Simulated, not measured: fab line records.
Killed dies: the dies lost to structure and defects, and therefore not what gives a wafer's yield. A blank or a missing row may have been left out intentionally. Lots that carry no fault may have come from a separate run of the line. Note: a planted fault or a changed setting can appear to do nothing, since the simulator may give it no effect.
fab line records | flow sky130
record: lots: 7 wafers: 21 last-day: 49
route steps=708 shown VIA1@460
lots untouched by any fault: they come from a run of this same line in which no faults occurred
start-h: hours from the record's opening day to when the first of the lot's shown wafers began | wait-h: hours from the lot's prior step to this one | " same as the row above | L1.1+2: a single row standing in for several wafers | - no value present, or no start provided | * or withheld: withheld | < > ~ a bound
route shown NAME@n: a module of which the file shows steps, and the number in the route of the first | usual: mean and standard deviation over wafers with no fault | same: alike in all rows | chamber/n: place in a boat | sites: each site's reading | _std_site: how widely they spread, as a standard deviation | _edge_site: mean of outer sites minus mean of inner sites | radius-mm: for every site, how far away it sits from the centre of the wafer | mask NAME#n: copy n | behind: the most recent tool/chamber to have shaped the wafer | hold: the reason the lot was held/the length of the hold in hours/how it ended | device: transistor that didn't switch, given as n, p or np | end of line: the same wafers' tests at the end of the route | a step given without rows: its recipe and nothing more | killed: at the first sort, the dies lost to defects and structure; wafer yield is something else | map: shows each die of a wafer: x if killed, . if not, _ if none is there
set.NAME: the setting the step ran with; set.NAME@STEP: the setting that earlier step ran with | model.NAME: the simulator's own value behind a step, which no gauge read
lots at selected steps of the route; one table per step, one row per wafer
services: the hour from which a tool's chamber was out of use, counted from the record's first day as start-h (under 0 if before that day), plus the number of hours and why
== steps ==
step: SKY_VIA1_CMP_02
recipe: material: SiO2 down-force-psi: 4 platen-rpm: 60 pad-velocity-m-s: 0.94248
usual: motor-current-A: 11.5/0.77
columns lot.wafer tool chamber start-h wait-h motor-current-A
L926.2 cmp-02 0 801.34 0.1 10.6
L926.1 " 3 " " 11.6
L926.5 " 1 " " 11.5
L927.1 cmp-02 0 818.47 0.1 10.3
L927.4 " 1 " " 11.6
L927.3 " 2 " " 10.5
L938.2 cmp-01 1 897.20 0.0 12.0
L938.3 " 0 " " 11.1
L938.6 " 1 " " 11.7
L939.2 cmp-01 0 905.72 0.2 12.2
L939.6 " 1 " " 11.7
L939.5 " 2 " " 11.3
L942.1 cmp-01 3 916.33 0.1 13.2
L942.4 " 0 " " 11.4
L942.6 " 3 " " 12.9
L943.4 cmp-02 2 927.33 0.1 10.3
L943.3 " 0 " " 10.7
L943.5 " 2 " " 11.0
L944.3 cmp-01 3 932.01 0.4 12.3
L944.2 " 0 " " 11.6
L944.4 " 2 " " 10.9
step: SKY_VIA1_BOW_MEAS_03
recipe: mode: bow
usual: VIA1_BOW: 80/6.9
columns lot.wafer tool chamber start-h wait-h VIA1_BOW[um]
L926.1 film-metro-03 - 801.64 0.1 92
L926.2 " - " " 80
L926.5 " - " " 79
L927.1 film-metro-02 - 818.72 0.2 85
L927.3 " - " " 78
L927.4 " - " " 81
L938.2 film-metro-02 - 897.52 0.3 87
L938.3 " - " " 83
L938.6 " - " " 85
L939.2 film-metro-03 - 905.89 0.1 79
L939.5 " - " " 79
L939.6 " - " " 83
L942.1 film-metro-02 - 916.63 0.2 75
L942.4 " - " " 76
L942.6 " - " " 68
L943.3 film-metro-01 - 927.62 0.1 77
L943.4 " - " " 79
L943.5 " - " " 74
L944.2 film-metro-02 - 932.33 0.2 72
L944.3 " - " " 76
L944.4 " - " " 95
step: SKY_VIA1_DEHYDRATE_04
recipe: temp-c: 200 time-s: 60
step: SKY_VIA1_HMDS_05
recipe: prime-time-s: 60 prime-temp-c: 120
step: SKY_VIA1_COAT_06
recipe: resist: BARC temp-c: withheld time-s: withheld spin-rpm: 3000 resist-thk-nm: 60
step: SKY_VIA1_COAT_07
recipe: resist: KrF-thick spin-rpm: 3000 resist-thk-nm: 450
step: SKY_VIA1_SOFTBAKE_08
recipe: temp-c: 100 time-s: 90 resist: KrF-thick
step: SKY_VIA1_EXPOSE_09
recipe: mask-id: VIM na: 0.8 source-shape: annular sigma-inner: 0.55 sigma-outer: 0.85 target-cd-nm: 150 dose-mj: 38
step: SKY_VIA1_PEB_10
recipe: peb-temp-c: withheld peb-time-s: withheld resist: KrF-thick
step: SKY_VIA1_DEVELOP_11
recipe: develop-time-s: 60 resist: KrF-thick dev-temp-c: 21
step: SKY_VIA1_CD_MEAS_12
recipe: target-cd-nm: 150
usual: cd-nm: 150.0/1.7
columns lot.wafer tool chamber start-h wait-h cd-nm
L926.1 cd-sem-02 - 828.33 - 152.7
L926.2 " - " " 151.6
L926.5 " - " " 151.4
L927.1 cd-sem-02 - 845.76 - 149.9
L927.3 " - " " 150.4
L927.4 " - " " 152.5
L938.2 cd-sem-01 - 923.68 - 150.6
L938.3 " - " " 148.9
L938.6 " - " " 149.9
L939.2 cd-sem-02 - 931.54 - 151.2
L939.5 " - " " 152.6
L939.6 " - " " 152.6
L942.1 cd-sem-02 - 942.06 - 151.8
L942.4 " - " " 150.6
L942.6 " - " " 150.7
L943.3 cd-sem-02 - 952.46 - 148.5
L943.4 " - " " 147.4
L943.5 " - " " 147.4
L944.2 cd-sem-02 - 957.35 - 147.7
L944.3 " - " " 149.0
L944.4 " - " " 147.4
step: SKY_VIA1_OVL_MEAS_13
usual: VIA1_OVL: -3/4.3
columns lot.wafer tool chamber start-h wait-h VIA1_OVL[nm]
L926.1 overlay-01 - 828.45 0.1 -3
L926.2 " - " " -2
L926.5 " - " " -1
L927.1 overlay-02 - 845.88 0.1 3
L927.3 " - " " -1
L927.4 " - " " -6
L938.2 overlay-02 - 923.78 0.1 -3
L938.3 " - " " -4
L938.6 " - " " -10
L939.2 overlay-01 - 931.65 0.1 -9
L939.5 " - " " -3
L939.6 " - " " 0
L942.1 overlay-01 - 942.18 0.1 -3
L942.4 " - " " -1
L942.6 " - " " -5
L943.3 overlay-02 - 952.56 0.1 -5
L943.4 " - " " -2
L943.5 " - " " -5
L944.2 overlay-02 - 957.46 0.1 -3
L944.3 " - " " -5
L944.4 " - " " 0
step: SKY_VIA1_ETCH_14
recipe: chemistry: N2/H2 target: BARC ion-energy-ev: 200 source-w: 500 bias-w: 100 pressure-mtorr: 30 n2-flow-sccm: 100 h2-flow-sccm: 200 stop-on: SiO2 time-s: 45.9 target-depth-a: 600
usual: bias-w: 100.03/0.29 chamber-pressure-mTorr: 30.001/0.028 drypump-motor-current-A: 5.68/0.28 oes-product-au: 0.854/0.0046 throttle-valve-pct: 13.225/0.0084
columns lot.wafer tool chamber start-h wait-h bias-w chamber-pressure-mTorr drypump-motor-current-A oes-product-au rf-hours-counter-h throttle-valve-pct model.KrF-thick_of_VIA1_COAT_07.thk-nm
L926.1 rie-diel-02 0 828.49 0.0 100.43 29.965 5.91 0.854 2 13.224 394.1
L926.2 " 2 " " 100.10 29.965 5.61 0.863 3 13.220 393.2
L926.5 " 1 " " 100.12 30.018 5.38 0.854 - 13.220 392.4
L927.1 rie-diel-04 2 845.91 0.0 100.39 29.992 5.46 0.849 11 13.225 391.4
L927.3 " 0 " " 100.00 29.995 5.45 0.856 16 13.225 393.9
L927.4 " 3 " " 100.16 30.022 5.47 0.852 9 13.227 391.9
L938.2 rie-diel-02 2 923.81 0.0 100.61 30.017 5.59 0.846 6 13.225 389.1
L938.3 " 0 " " 100.30 29.974 5.91 0.851 4 13.230 391.2
L938.6 " 0 " " 100.31 29.953 5.95 0.854 - 13.229 391.3
L939.2 rie-diel-03 3 931.68 0.0 99.56 29.989 5.44 0.858 7 13.229 393.1
L939.5 " 3 " " 99.48 29.999 5.43 0.853 - 13.234 393.1
L939.6 " 2 " " 99.88 29.966 5.61 0.857 - 13.217 392.5
L942.1 rie-diel-03 0 942.21 0.0 - - - - - - 434.6
L942.4 " 3 " " - - - - - - 433.3
L942.6 " 0 " " - - - - - - 433.2
L943.3 rie-diel-02 1 952.58 0.0 - - - - - - 434.9
L943.4 " 2 " " - - - - - - 433.8
L943.5 " 0 " " - - - - - - 434.9
L944.2 rie-diel-02 0 957.49 0.0 - - - - - - 435.1
L944.3 " 3 " " - - - - - - 434.6
L944.4 " 2 " " - - - - - - 434.5
step: SKY_VIA1_ETCH_15
recipe: target: SiO2 chemistry: C4F8/O2/Ar target-depth-nm: 351 stop-on: TiN mask-material: KrF-thick source-w: 1500 bias-w: 1200 pressure-mtorr: 40 c4f8-flow-sccm: withheld O2_flow_sccm: 6 Ar_flow_sccm: 300 time-s: 54
usual: bias-w: 1200/3.6 chamber-pressure-mTorr: 40.00/0.034 oes-product-au: 0.983/0.0055
columns lot.wafer tool chamber start-h wait-h bias-w chamber-pressure-mTorr oes-product-au rf-hours-counter-h model.KrF-thick_of_VIA1_COAT_07.thk-nm
L926.1 rie-diel-02 0 828.53 0.0 1198 40.03 0.991 2 322.7
L926.2 " 2 " " 1196 39.97 0.986 3 321
L926.5 " 1 " " 1196 40.06 0.985 - 319.4
L927.1 rie-diel-04 2 845.95 0.0 1205 39.99 0.975 11 322.3
L927.3 " 0 " " 1197 39.99 0.974 16 324.4
L927.4 " 3 " " 1202 39.97 0.989 9 320.6
L938.2 rie-diel-02 2 923.86 0.0 1194 39.96 0.981 6 317.6
L938.3 " 0 " " 1205 40.00 0.982 4 321.4
L938.6 " 0 " " 1204 39.98 0.985 - 321.5
L939.2 rie-diel-03 3 931.72 0.0 1201 40.00 0.985 7 322.6
L939.5 " 3 " " 1198 40.02 0.978 - 322.8
L939.6 " 2 " " 1198 40.00 0.983 - 322.2
L942.1 rie-diel-03 0 942.26 0.0 1195 40.08 0.373 5 365.4
L942.4 " 3 " " 1208 39.94 0.378 7 362.3
L942.6 " 0 " " 1193 40.02 0.371 - 363.8
L943.3 rie-diel-02 1 952.62 0.0 1199 39.94 0.375 23 362.7
L943.4 " 2 " " 1202 40.02 0.376 6 362.9
L943.5 " 0 " " 1199 39.93 0.376 - 365.1
L944.2 rie-diel-02 0 957.53 0.0 1198 40.05 0.375 5 365.3
L944.3 " 3 " " 1197 40.02 0.370 9 363.7
L944.4 " 2 " " 1202 39.95 0.369 7 363.1
step: SKY_VIA1_STRIP_16
recipe: chemistry: O2/N2 power-w: 1400 pressure-mtorr: 1500 platen-temp-c: withheld o2-flow-sccm: 3000 n2-flow-sccm: 300 overash-fraction: 0.5
usual: drypump-motor-current-A: 6.2/0.45 oes-product-au: 0.415/0.0041 strip-time-to-endpoint-s: 4.453/0.024
columns lot.wafer tool chamber start-h wait-h drypump-motor-current-A oes-product-au rf-hours-counter-h strip-time-to-endpoint-s
L926.1 plasma-asher-03 1 828.58 0.0 6.8 0.409 102 4.460
L926.2 " 0 " " 5.9 0.413 102 4.436
L926.5 " 0 " " 5.9 0.414 - 4.425
L927.1 plasma-asher-02 0 846.00 0.0 5.5 0.422 39 4.444
L927.3 " 0 " " 5.5 0.418 - 4.482
L927.4 " 1 " " 5.9 0.414 - 4.431
L938.2 plasma-asher-03 1 923.90 0.0 6.8 0.408 112 4.402
L938.3 " 1 " " 6.8 0.411 - 4.439
L938.6 " 1 " " 6.8 0.412 - 4.456
L939.2 plasma-asher-04 0 931.77 0.0 6.5 0.412 17 4.464
L939.5 " 1 " " 6.3 0.411 - 4.462
L939.6 " 0 " " 6.5 0.417 - 4.460
L942.1 plasma-asher-02 1 942.30 0.0 5.9 0.432 49 4.900
L942.4 " 0 " " 5.5 0.439 - 4.872
L942.6 " 0 " " 5.5 0.429 - 4.884
L943.3 plasma-asher-03 0 952.70 0.1 5.9 0.435 - 4.869
L943.4 " 1 " " 6.8 0.439 - 4.873
L943.5 " 1 " " 6.8 0.438 - 4.907
L944.2 plasma-asher-03 0 957.58 0.0 5.9 0.434 116 4.903
L944.3 " 1 " " 6.8 0.430 - 4.874
L944.4 " 0 " " 5.9 0.430 - 4.887
step: SKY_VIA1_STRIP_17
recipe: chemistry: post-etch-residue-remover time-s: 1200 temp-c: 72.5
== services ==
columns tool chamber start-h hours kind
rie-diel-02 2 779.35 3.5 repair
plasma-asher-02 - 794.34 0.8 repair
rie-diel-03 - 794.82 28.1 pm
plasma-asher-02 - 796.38 4.3 pm
cmp-01 - 798.78 2.6 repair
rie-diel-03 0 826.54 25.3 repair
rie-diel-03 3 828.75 10.5 repair
cmp-01 - 831.87 7.3 repair
rie-diel-03 1 834.02 8.3 repair
cmp-02 - 839.22 6.5 pm
cmp-01 - 845.76 2.5 pm
rie-diel-02 - 865.48 1.3 repair
rie-diel-02 3 869.92 11.1 repair
cmp-01 - 874.61 2.9 repair
rie-diel-02 1 875.36 3.0 repair
cmp-01 - 892.83 0.6 repair
rie-diel-02 - 901.21 2.5 repair
rie-diel-03 1 903.36 2.0 repair
cmp-01 - 912.00 4.0 pm
rie-diel-02 - 927.40 2.8 pm
cmp-02 - 931.49 0.5 repair
rie-diel-02 0 932.07 8.8 repair
cmp-02 - 932.29 4.0 repair
rie-diel-02 2 941.72 3.5 repair
== key ==
first-sign: step: SKY_VIA1_ETCH_14 reading: tool-record direction: missing
effect: step: SKY_VIA1_ETCH_15 reading: oes-product-au direction: down sigmas: 99+ usual: 0.983 struck: 0.374
effect: step: SKY_VIA1_STRIP_16 reading: strip-time-to-endpoint-s direction: up sigmas: 18 usual: * struck: *
model-effect: step: SKY_VIA1_ETCH_14 value: KrF-thick_of_VIA1_COAT_07.thk-nm without: 390.9 struck: 434.3
model-effect: step: SKY_VIA1_ETCH_15 value: KrF-thick_of_VIA1_COAT_07.thk-nm without: 320.4 struck: 363.8
met-at SKY_VIA1_ETCH_14
struck-wafers L942.1,L942.4,L942.6,L943.3,L943.4,L943.5,L944.2,L944.3,L944.4
later-rows-left-out L942.1,L942.4,L942.6,L943.3,L943.4,L943.5,L944.2,L944.3,L944.4
sort-left-out L942.1,L942.4,L942.6,L943.3,L943.4,L943.5,L944.2,L944.3,L944.4
onset-between 931.68 942.21
fault: kind: skipped-step-whole tool: rie-diel-02,rie-diel-03 chamber: - onset-h: 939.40 steps: SKY_VIA1_ETCH_14 scope: struck-lots-only
sort-left-out: the simulated sort isn't trusted on such a fault, so these wafers' sort isn't shown, and their yield isn't known
later-rows-left-out: the simulator's readings of these wafers behind a module that went badly wrong aren't trusted and aren't shown, but for the sort
